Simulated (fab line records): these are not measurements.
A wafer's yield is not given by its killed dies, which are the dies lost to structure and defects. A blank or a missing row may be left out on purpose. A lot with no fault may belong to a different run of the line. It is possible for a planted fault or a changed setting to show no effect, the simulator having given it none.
2 desks, one fault :: flow gf180mcu :: every desk sees just its own numbers, and what lay behind them comes last

## DESK OF THE TOOL OWNER: plasma asher-03
The tool's own readings at GF_LVPWELL_STRIP_10 (strips in O2/N2): means of the sampled wafers that have a number, for each lot that ran on this tool. The brackets show how far a lot's mean lies from the usual mean; more than 4 standard deviations puts the lot out of limits, marked OUT.
Columns: A = chamber pressure mTorr at GF_LVPWELL_STRIP_10, usual 1500.0 mTorr; B = drypump motor current A at GF_LVPWELL_STRIP_10, usual 5.7 A; C = heater power w at GF_LVPWELL_STRIP_10, usual 320 W; D = o2 flow sccm at GF_LVPWELL_STRIP_10, usual 3001 sccm; E = oes product au at GF_LVPWELL_STRIP_10, usual 0.723 a.u.; F = strip time to endpoint s at GF_LVPWELL_STRIP_10, usual 37.06 s
lot: L564
first seen here: day 3 21:08
A: 1499.3
B: 6.3
C: 280
D: 3001
E: 0.718
F: 37.02

lot: L572
first seen here: day 5 16:05
A: 1499.7
B: 6.0
C: 283
D: 2998
E: 0.724
F: 37.02

lot: L575
first seen here: day 6 09:28
A: 1599.8 (+71) OUT
B: 6.3
C: 281
D: 3002
E: 0.731
F: 36.45 (-6.8) OUT

lot: L576
first seen here: day 6 15:14
A: 1599.5 (+71) OUT
B: 6.3
C: 285
D: 3001
E: 0.726
F: 36.52 (-6.0) OUT
This desk finds L575, L576 out of limits, L575 being first, at day 6 09:28 (chamber pressure mTorr at GF_LVPWELL_STRIP_10). In limits: L564, L572.

## FROM THE METROLOGY DESK
Means of the sampled wafers that have a number, per lot and without regard to the tool the lot ran on: this is what the gauges read. The brackets show how far a lot's mean lies from the usual mean; more than 4 standard deviations puts the lot out of limits, marked OUT.
Columns: A = V1_CVD_02_THK at GF_V1_THK_MEAS_03, usual 848 nm
lot: L564
first seen here: day 17 13:51
A: 853

lot: L567
first seen here: day 18 22:13
A: 825

lot: L572
first seen here: day 20 17:17
A: 848

lot: L575
first seen here: day 21 21:08
A: 839

lot: L576
first seen here: day 22 07:01
A: 854

lot: L577
first seen here: day 22 14:21
A: 852

lot: L578
first seen here: day 23 00:10
A: 850

lot: L582
first seen here: day 24 06:12
A: 861

lot: L583
first seen here: day 24 12:20
A: 854

lot: L584
first seen here: day 24 21:28
A: 842

lot: L585
first seen here: day 25 04:20
A: 839

lot: L587
first seen here: day 26 03:00
A: 862
This desk's verdict: no lot among the 12 shows anything out of limits.

## PUT TOGETHER
On L575, L576, at day 6 09:28, an alarm was possible from the tool owner's desk.
Nothing out of limits was seen by the metrology desk.
The metrology desk holds a record of L575, L576, inside its limits.
Of the lots named, all ran GF_LVPWELL_STRIP_10 on plasma asher-03.

## WHAT THE SIMULATOR PUT IN
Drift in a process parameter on plasma asher-03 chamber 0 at GF_LVPWELL_STRIP_10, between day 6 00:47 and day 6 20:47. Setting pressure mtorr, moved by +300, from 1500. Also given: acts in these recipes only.
Struck lots among those shown: L575, L576.
Time in hours from fault onset to the first out-of-limits reading at each desk: the tool owner's desk, 9.
